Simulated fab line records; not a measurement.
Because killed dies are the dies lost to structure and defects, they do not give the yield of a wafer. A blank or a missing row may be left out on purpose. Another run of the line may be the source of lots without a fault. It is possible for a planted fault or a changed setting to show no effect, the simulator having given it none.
Which tool did it? / flow sky130 / 13 lots with 39 wafers sampled at 5 steps, on a route of 708 steps

## WHAT THE GAUGES READ, wafer by wafer
SKY_LDD_HVN_OVL_MEAS_07. Usual: LDD_HVN_OVL gives 0.0 nm (standard deviation 1.4).
lot=L188; measured=day 20 04:10; on=overlay-01; LDD_HVN_OVL (nm)=-0.1 -1.3 -0.9; flag=
lot=L189; measured=day 21 00:31; on=overlay-02; LDD_HVN_OVL (nm)=0.0 0.1 0.4; flag=
lot=L193; measured=day 22 04:32; on=overlay-02; LDD_HVN_OVL (nm)=-0.5 -2.3 -0.9; flag=
lot=L194; measured=day 22 23:53; on=overlay-01; LDD_HVN_OVL (nm)=0.1 0.8 0.3; flag=
lot=L195; measured=day 23 12:06; on=overlay-02; LDD_HVN_OVL (nm)=2.0 1.6 1.5; flag=
lot=L196; measured=day 23 13:02; on=overlay-01; LDD_HVN_OVL (nm)=2.6 2.7 3.1; flag=
lot=L197; measured=day 24 06:29; on=overlay-02; LDD_HVN_OVL (nm)=0.1 -1.0 -1.7; flag=
lot=L203; measured=day 27 04:01; on=overlay-02; LDD_HVN_OVL (nm)=0.2 -0.4 0.4; flag=
lot=L204; measured=day 27 05:47; on=overlay-02; LDD_HVN_OVL (nm)=0.6 0.5 0.1; flag=
lot=L205; measured=day 27 22:41; on=overlay-01; LDD_HVN_OVL (nm)=-0.3 0.8 0.5; flag=
lot=L206; measured=day 28 03:31; on=overlay-02; LDD_HVN_OVL (nm)=1.9 -1.0 -0.5; flag=
lot=L210; measured=day 28 17:22; on=overlay-01; LDD_HVN_OVL (nm)=2.6 1.3 -0.8; flag=
lot=L209; measured=day 28 19:39; on=overlay-01; LDD_HVN_OVL (nm)=1.0 1.7 1.1; flag=

SKY_LDD_HVN_TW_MEAS_10. Usual: LDD_HVN_TW gives 1437 (standard deviation 8.7).
lot=L188; measured=day 20 04:28; on=film-metro-01; LDD_HVN_TW=1434 1431 1423; flag=
lot=L189; measured=day 21 00:49; on=film-metro-02; LDD_HVN_TW=1431 1431 1429; flag=
lot=L193; measured=day 22 04:49; on=film-metro-01; LDD_HVN_TW=1434 1440 1447; flag=
lot=L194; measured=day 23 00:10; on=film-metro-01; LDD_HVN_TW=1428 1432 1434; flag=
lot=L195; measured=day 23 12:23; on=film-metro-04; LDD_HVN_TW=1522 1517 1522; flag=OFF
lot=L196; measured=day 23 13:20; on=film-metro-01; LDD_HVN_TW=1501 1500 1499; flag=OFF
lot=L197; measured=day 24 06:46; on=film-metro-01; LDD_HVN_TW=1437 1425 1437; flag=
lot=L203; measured=day 27 04:19; on=film-metro-01; LDD_HVN_TW=1435 1432 1436; flag=
lot=L204; measured=day 27 06:04; on=film-metro-01; LDD_HVN_TW=1430 1439 1425; flag=
lot=L205; measured=day 27 22:58; on=film-metro-01; LDD_HVN_TW=1435 1435 1429; flag=
lot=L206; measured=day 28 03:49; on=film-metro-01; LDD_HVN_TW=1435 1440 1437; flag=
lot=L210; measured=day 28 17:40; on=film-metro-04; LDD_HVN_TW=1456 1443 1451; flag=
lot=L209; measured=day 28 19:57; on=film-metro-04; LDD_HVN_TW=1456 1439 1443; flag=

SKY_LDD_HVP_TW_MEAS_10. Usual: LDD_HVP_TW gives 457 (standard deviation 3.1).
lot=L188; measured=day 21 09:58; on=film-metro-03; LDD_HVP_TW=458 461 461; flag=
lot=L189; measured=day 22 07:41; on=film-metro-01; LDD_HVP_TW=455 456 456; flag=
lot=L193; measured=day 23 11:54; on=film-metro-03; LDD_HVP_TW=459 459 457; flag=
lot=L194; measured=day 24 06:42; on=film-metro-03; LDD_HVP_TW=460 462 461; flag=
lot=L195; measured=day 24 18:58; on=film-metro-01; LDD_HVP_TW=456 455 455; flag=
lot=L196; measured=day 24 20:07; on=film-metro-01; LDD_HVP_TW=459 457 458; flag=
lot=L197; measured=day 25 13:05; on=film-metro-04; LDD_HVP_TW=459 459 461; flag=
lot=L203; measured=day 28 09:50; on=film-metro-03; LDD_HVP_TW=449 448 448; flag=
lot=L204; measured=day 28 11:11; on=film-metro-04; LDD_HVP_TW=461 461 460; flag=
lot=L205; measured=day 29 04:34; on=film-metro-04; LDD_HVP_TW=457 458 456; flag=
lot=L206; measured=day 29 08:25; on=film-metro-01; LDD_HVP_TW=455 455 453; flag=
lot=L210; measured=day 29 22:58; on=film-metro-03; LDD_HVP_TW=456 454 455; flag=
lot=L209; measured=day 30 00:12; on=film-metro-04; LDD_HVP_TW=458 457 458; flag=

## EACH LOT AND THE TOOL THAT RAN IT (in order: tool; ch and the chambers of the sampled wafers; start)
lot=L188; SKY_POLY_GATE_ETCH_16=rie-diel-04 ch 0,1,3, day 16 05:17; SKY_LDD_HVN_IMPLANT_08=implanter-03 ch 0, day 20 04:13
lot=L189; SKY_POLY_GATE_ETCH_16=rie-diel-03 ch 1,2, day 17 02:20; SKY_LDD_HVN_IMPLANT_08=implanter-04 ch 0, day 21 00:34
lot=L193; SKY_POLY_GATE_ETCH_16=rie-diel-02 ch 0,1,3, day 18 04:43; SKY_LDD_HVN_IMPLANT_08=implanter-04 ch 0, day 22 04:34
lot=L194; SKY_POLY_GATE_ETCH_16=rie-diel-02 ch 1,2, day 18 22:59; SKY_LDD_HVN_IMPLANT_08=implanter-03 ch 0, day 22 23:56
lot=L195; SKY_POLY_GATE_ETCH_16=rie-diel-03 ch 0,2, day 19 11:13; SKY_LDD_HVN_IMPLANT_08=implanter-04 ch 0, day 23 12:10
lot=L196; SKY_POLY_GATE_ETCH_16=rie-diel-02 ch 1,2, day 19 12:10; SKY_LDD_HVN_IMPLANT_08=implanter-04 ch 0, day 23 13:05
lot=L197; SKY_POLY_GATE_ETCH_16=rie-diel-03 ch 0,1,3, day 20 01:55; SKY_LDD_HVN_IMPLANT_08=implanter-02 ch 0, day 24 06:32
lot=L203; SKY_POLY_GATE_ETCH_16=rie-diel-02 ch 1,2,3, day 23 07:41; SKY_LDD_HVN_IMPLANT_08=implanter-04 ch 0, day 27 04:04
lot=L204; SKY_POLY_GATE_ETCH_16=rie-diel-03 ch 0,2,3, day 23 08:37; SKY_LDD_HVN_IMPLANT_08=implanter-04 ch 0, day 27 05:50
lot=L205; SKY_POLY_GATE_ETCH_16=rie-diel-03 ch 1,3, day 24 01:26; SKY_LDD_HVN_IMPLANT_08=implanter-03 ch 0, day 27 22:43
lot=L206; SKY_POLY_GATE_ETCH_16=rie-diel-02 ch 0,2, day 24 06:34; SKY_LDD_HVN_IMPLANT_08=implanter-04 ch 0, day 28 03:34
lot=L210; SKY_POLY_GATE_ETCH_16=rie-diel-03 ch 2,3, day 24 21:56; SKY_LDD_HVN_IMPLANT_08=implanter-04 ch 0, day 28 17:25
lot=L209; SKY_POLY_GATE_ETCH_16=rie-diel-04 ch 1,2,3, day 25 00:07; SKY_LDD_HVN_IMPLANT_08=implanter-02 ch 0, day 28 19:44
- SKY_POLY_GATE_ETCH_16: etches Si3N4 in CH3F/O2, stops on poly-Si, time 147.5 s, target depth 75 nm.
- SKY_LDD_HVN_IMPLANT_08

## AS READ BY THE TOOLS THEMSELVES (means over the sampled wafers that have a number; for cases with no such wafer, the mark the record gives instead)
SKY_POLY_GATE_ETCH_16. Usual: drypump-motor-current-A 5.7 A, standard deviation 0.48; oes-product-au 0.639 a.u., standard deviation 0.0056; throttle-valve-pct 10.533 %, standard deviation 0.0097.
lot=L188; tool=rie-diel-04; drypump-motor-current-A (A)=5.7; oes-product-au (a.u.)=0.641; throttle-valve-pct (%)=10.527; flag=
lot=L189; tool=rie-diel-03; drypump-motor-current-A (A)=5.9; oes-product-au (a.u.)=0.633; throttle-valve-pct (%)=10.532; flag=
lot=L193; tool=rie-diel-02; drypump-motor-current-A (A)=5.4; oes-product-au (a.u.)=0.634; throttle-valve-pct (%)=10.523; flag=
lot=L194; tool=rie-diel-02; drypump-motor-current-A (A)=6.1; oes-product-au (a.u.)=0.631; throttle-valve-pct (%)=10.534; flag=
lot=L195; tool=rie-diel-03; drypump-motor-current-A (A)=5.7; oes-product-au (a.u.)=0.637; throttle-valve-pct (%)=10.535; flag=
lot=L196; tool=rie-diel-02; drypump-motor-current-A (A)=6.1; oes-product-au (a.u.)=0.636; throttle-valve-pct (%)=10.532; flag=
lot=L197; tool=rie-diel-03; drypump-motor-current-A (A)=5.8; oes-product-au (a.u.)=0.644; throttle-valve-pct (%)=10.529; flag=
lot=L203; tool=rie-diel-02; drypump-motor-current-A (A)=5.7; oes-product-au (a.u.)=0.643; throttle-valve-pct (%)=10.534; flag=
lot=L204; tool=rie-diel-03; drypump-motor-current-A (A)=5.8; oes-product-au (a.u.)=0.644; throttle-valve-pct (%)=10.538; flag=
lot=L205; tool=rie-diel-03; drypump-motor-current-A (A)=6.1; oes-product-au (a.u.)=0.645; throttle-valve-pct (%)=10.538; flag=
lot=L206; tool=rie-diel-02; drypump-motor-current-A (A)=5.8; oes-product-au (a.u.)=0.637; throttle-valve-pct (%)=10.532; flag=
lot=L210; tool=rie-diel-03; drypump-motor-current-A (A)=6.0; oes-product-au (a.u.)=0.637; throttle-valve-pct (%)=10.532; flag=
lot=L209; tool=rie-diel-04; drypump-motor-current-A (A)=5.8; oes-product-au (a.u.)=0.647; throttle-valve-pct (%)=10.538; flag=

SKY_LDD_HVN_IMPLANT_08. Usual: beam-energy-keV reads 60.000 (standard deviation 0.018).
lot=L188 tool=implanter-03 beam-energy-keV=59.999 flag=
lot=L189 tool=implanter-04 beam-energy-keV=60.017 flag=
lot=L193 tool=implanter-04 beam-energy-keV=60.012 flag=
lot=L194 tool=implanter-03 beam-energy-keV=59.990 flag=
lot=L195 tool=implanter-04 beam-energy-keV=72.221 flag=OFF
lot=L196 tool=implanter-04 beam-energy-keV=72.260 flag=OFF
lot=L197 tool=implanter-02 beam-energy-keV=59.996 flag=
lot=L203 tool=implanter-04 beam-energy-keV=59.981 flag=
lot=L204 tool=implanter-04 beam-energy-keV=60.009 flag=
lot=L205 tool=implanter-03 beam-energy-keV=59.992 flag=
lot=L206 tool=implanter-04 beam-energy-keV=59.985 flag=
lot=L210 tool=implanter-04 beam-energy-keV=60.003 flag=
lot=L209 tool=implanter-02 beam-energy-keV=60.028 flag=

## THE ANSWER, worked out from the rows above alone
Rule: lot off if the mean of its wafers having a number is beyond 3 standard deviations from the usual mean. A lot without any number at a reading at which 4 lots or more have one is off too. All remaining lots with rows at the step are treated as sound. Order of review: gauges by route order, followed by the tools' own readings, for which a lot's mean as printed above is used. The first step at which some lot is off is used, and at that step the reading that is off furthest; a lot without a number counts as furthest.
Off: L195, L196, seen at SKY_LDD_HVN_TW_MEAS_10 (LDD_HVN_TW).
If a tool, at a process step before that reading, ran all the lots that are off and no sound lot after the first of them, it fits. The gauges at SKY_LDD_HVN_TW_MEAS_10 aren't tried: what is off there is off at SKY_LDD_HVN_IMPLANT_08 too, on other tools, and a gauge's error can't cause that. None of those tried fits.

## WHAT THE SIMULATOR HAD PUT IN
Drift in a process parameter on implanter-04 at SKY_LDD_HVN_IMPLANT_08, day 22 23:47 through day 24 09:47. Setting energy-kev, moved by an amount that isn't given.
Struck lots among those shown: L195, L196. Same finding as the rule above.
